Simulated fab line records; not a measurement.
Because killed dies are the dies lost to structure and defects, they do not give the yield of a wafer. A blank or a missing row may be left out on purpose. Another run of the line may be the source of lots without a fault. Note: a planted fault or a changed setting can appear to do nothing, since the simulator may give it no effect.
Struck lot and sound lot, side by side || flow sfqLine || 42 steps out of a route of 325
Sound: these wafers, L495.1, L495.3, L495.4. Struck: wafers L503.1, L503.3, L503.4. Last of all comes the cause.
Order at every step that has rows: each side's tool, ch and its chambers, its first start. Under that, the readings that differ: sound wafers || struck wafers || difference of the means || sigmas: that difference in standard deviations of wafers without a fault.
alike: a reading whose means differ by less than 2 such deviations, as well as words and numbers matching on both sides. not compared: withheld readings; readings where some wafer has no value; bounds like >300 that might hide an equal value; numbers whose values overlap and for which the record gives no deviation.
Wherever a step has rows on one side only, a row that says differs or no value, or a row with sigmas, the two part there. Numbers that have no deviation but don't overlap get no sigmas and don't part them. Lack of a reading on every wafer of one side parts them only where that side has two or more wafers.

first, 1 step without rows for these wafers: SFQ_TRILAYER_I0_DEP_PECVD_027 (deposits SiO2 from SiH4/N2O, time 111.11 s, target thk 500 nm).
SFQ_TRILAYER_I0_CMP_CMP_028: polishes SiO2.
  sound on cmp-01 ch 0,2,3, day 12 08:56; struck on cmp-02 ch 1,2,3, day 15 20:23
  alike: motorCurrentA, timeToEndpointS
SFQ_I0_BOW_MEAS_907:
  struck on filmMetro-03, day 15 23:23; sound on filmMetro-02, day 12 11:26
  alike: I0_BOW
then, 7 steps without rows for these wafers: SFQ_TRILAYER_I0_METRO_MEASURE_029; SFQ_TRILAYER_I0_VIA_LITHO_COAT_036 (resist thk 62 nm); SFQ_TRILAYER_I0_VIA_LITHO_COAT_031 (resist thk 650 nm); SFQ_TRILAYER_I0_VIA_LITHO_SOFTBAKE_035; SFQ_TRILAYER_I0_VIA_LITHO_EXPOSE_032 (exposes mask I0, target cd 500 nm); SFQ_TRILAYER_I0_VIA_LITHO_PEB_034 (peb time 60 s); SFQ_TRILAYER_I0_VIA_LITHO_DEVELOP_033 (time 60 s).
-- the record jumps here: 6 days lie between the struck wafers' starts before and after --
SFQ_I0_OVL_MEAS_908:
  struck on overlay-02, day 22 03:35; sound on overlay-01, day 17 14:30
  alike: I0_OVL
then, 1 step without rows for these wafers: SFQ_TRILAYER_I0_VIA_BARC_OPEN_VIA_ETCH_046 (etches BARC in O2, target depth 125 nm, time 41.7 s).
SFQ_TRILAYER_I0_VIA_ETCH_VIA_ETCH_034: etches SiO2 in CHF3, stops on Nb, target depth 260 nm.
  sound on rieDiel-01 ch 0,1,3, day 17 14:35; struck on rieDiel-02 ch 0,2,3, day 22 03:40
  no value came back on the struck wafers for biasW (W), chamberPressureMTorr (mTorr), drypumpMotorCurrentA (A), oesProductAu (a.u.); on the sound wafers biasW (W) reads 80.22 80.33 80.07
{"reading": "model.KrF_of_TRILAYER_I0_VIA_LITHO_COAT_031.thkNm (nm)", "sound": "531.3 530.9 534.7", "struck": "573.8 573.4 573.6", "difference": "+41.3", "sigmas": ""}
then, 4 steps without rows for these wafers: SFQ_TRILAYER_I0_VIA_STRIP_STRIP_035 (strips in O2); SFQ_TRILAYER_I0_VIA_STRIP_SOLV_CLEAN_036 (cleans in NMP, time 600 s); SFQ_TRILAYER_M1_DEP_PRE_CLEAN_038 (time 22.5 s); SFQ_TRILAYER_M1_DEP_SPUTTER_037 (material Nb, target thk 200 nm, time 133.3 s).
SFQ_M1_RS_MEAS_909: a four-point-probe measurement.
  struck on filmMetro-03, day 22 04:40; sound on filmMetro-03, day 17 15:35
  alike: M1_NB_RS
then, 6 steps without rows for these wafers: SFQ_TRILAYER_M1_LITHO_COAT_044 (resist thk 62 nm); SFQ_TRILAYER_M1_LITHO_COAT_039 (resist thk 600 nm); SFQ_TRILAYER_M1_LITHO_SOFTBAKE_043; SFQ_TRILAYER_M1_LITHO_EXPOSE_040 (exposes mask M1, target cd 500 nm); SFQ_TRILAYER_M1_LITHO_PEB_042 (peb time 60 s); SFQ_TRILAYER_M1_LITHO_DEVELOP_041 (time 60 s).
-- the record jumps here: 8 days lie between the struck wafers' starts before and after --
SFQ_M1_OVL_MEAS_911:
  struck on overlay-02, day 29 17:28; sound on overlay-01, day 24 09:07
  alike: M1_OVL
SFQ_TRILAYER_M1_BARC_OPEN_METAL_ETCH_054: etches BARC in O2, target depth 125 nm, time 41.7 s.
  sound on rieMetal-02 ch 0,1, day 24 09:09; struck on rieMetal-03 ch 0,1, day 29 17:31
  alike: biasW, chamberPressureMTorr, drypumpMotorCurrentA, heBacksideLeakSccm, oesProductAu
  not compared: rfHoursCounterH
then, 1 step without rows for these wafers: SFQ_TRILAYER_M1_ETCH_METAL_ETCH_042 (etches Nb in Cl2/Ar, stops on SiO2, target depth 240 nm, time 120 s).
SFQ_TRILAYER_M1_STRIP_STRIP_043: strips in O2.
  sound on rieMetal-02 ch 0,1, day 24 09:20; struck on rieMetal-03 ch 0,1, day 29 17:42
  alike: drypumpMotorCurrentA, heBacksideLeakSccm, oesProductAu
  not compared: rfHoursCounterH
then, 3 steps without rows for these wafers: SFQ_TRILAYER_M1_STRIP_SOLV_CLEAN_044 (cleans in NMP, time 600 s); SFQ_TRILAYER_I1_DEP_PECVD_045 (deposits SiO2 from SiH4/N2O, time 111.11 s, target thk 500 nm); SFQ_TRILAYER_I1_CMP_CMP_046 (polishes SiO2).
SFQ_I1_BOW_MEAS_912:
  struck on filmMetro-02, day 29 23:53; sound on filmMetro-04, day 24 14:05
  alike: I1_BOW
SFQ_TRILAYER_I1_METRO_MEASURE_047:
  struck on filmMetro-02, day 30 00:00; sound on filmMetro-04, day 24 14:13
  alike: thkNm
then, 6 steps without rows for these wafers: SFQ_TRILAYER_I1_VIA_LITHO_COAT_054 (resist thk 62 nm); SFQ_TRILAYER_I1_VIA_LITHO_COAT_049 (resist thk 650 nm); SFQ_TRILAYER_I1_VIA_LITHO_SOFTBAKE_053; SFQ_TRILAYER_I1_VIA_LITHO_EXPOSE_050 (exposes mask I1, target cd 500 nm); SFQ_TRILAYER_I1_VIA_LITHO_PEB_052 (peb time 60 s); SFQ_TRILAYER_I1_VIA_LITHO_DEVELOP_051 (time 60 s).
-- the record jumps here: 6 days lie between the struck wafers' starts before and after --
SFQ_I1_OVL_MEAS_913:
  struck on overlay-01, day 36 10:52; sound on overlay-01, day 24 17:40
  alike: I1_OVL
SFQ_TRILAYER_I1_VIA_BARC_OPEN_VIA_ETCH_071: etches BARC in O2, target depth 125 nm, time 41.7 s.
  sound on rieDiel-04 ch 1,2,3, day 24 17:42; struck on rieDiel-04 ch 0,1,2, day 36 10:55
  alike: biasW, chamberPressureMTorr, drypumpMotorCurrentA, oesProductAu
  not compared: rfHoursCounterH
-- the record jumps here: 52 days lie between the struck wafers' starts before and after --
SFQ_M8_BOW_MEAS_951:
  struck on filmMetro-03, day 88 15:52; sound on filmMetro-03, day 87 05:20
{"reading": "model.etest.i0.linkOhm", "sound": "1.951 1.952 1.96", "struck": "1e+06 1e+06 1e+06", "difference": "+1e+06", "sigmas": ""}
  alike: M8_BOW

== WHERE THEY PART ==
Within this record, at SFQ_TRILAYER_I0_VIA_ETCH_VIA_ETCH_034 only. Later steps at which nothing parts them and some readings are alike: SFQ_M1_RS_MEAS_909, SFQ_M1_OVL_MEAS_911, SFQ_TRILAYER_M1_BARC_OPEN_METAL_ETCH_054, SFQ_TRILAYER_M1_STRIP_STRIP_043, SFQ_I1_BOW_MEAS_912, SFQ_TRILAYER_I1_METRO_MEASURE_047, SFQ_I1_OVL_MEAS_913, SFQ_TRILAYER_I1_VIA_BARC_OPEN_VIA_ETCH_071, SFQ_M8_BOW_MEAS_951.

WHY: whatever the simulator had introduced
Entire step skipped (rieDiel-02, SFQ_TRILAYER_I0_VIA_ETCH_VIA_ETCH_034), from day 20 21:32 onward. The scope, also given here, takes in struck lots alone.
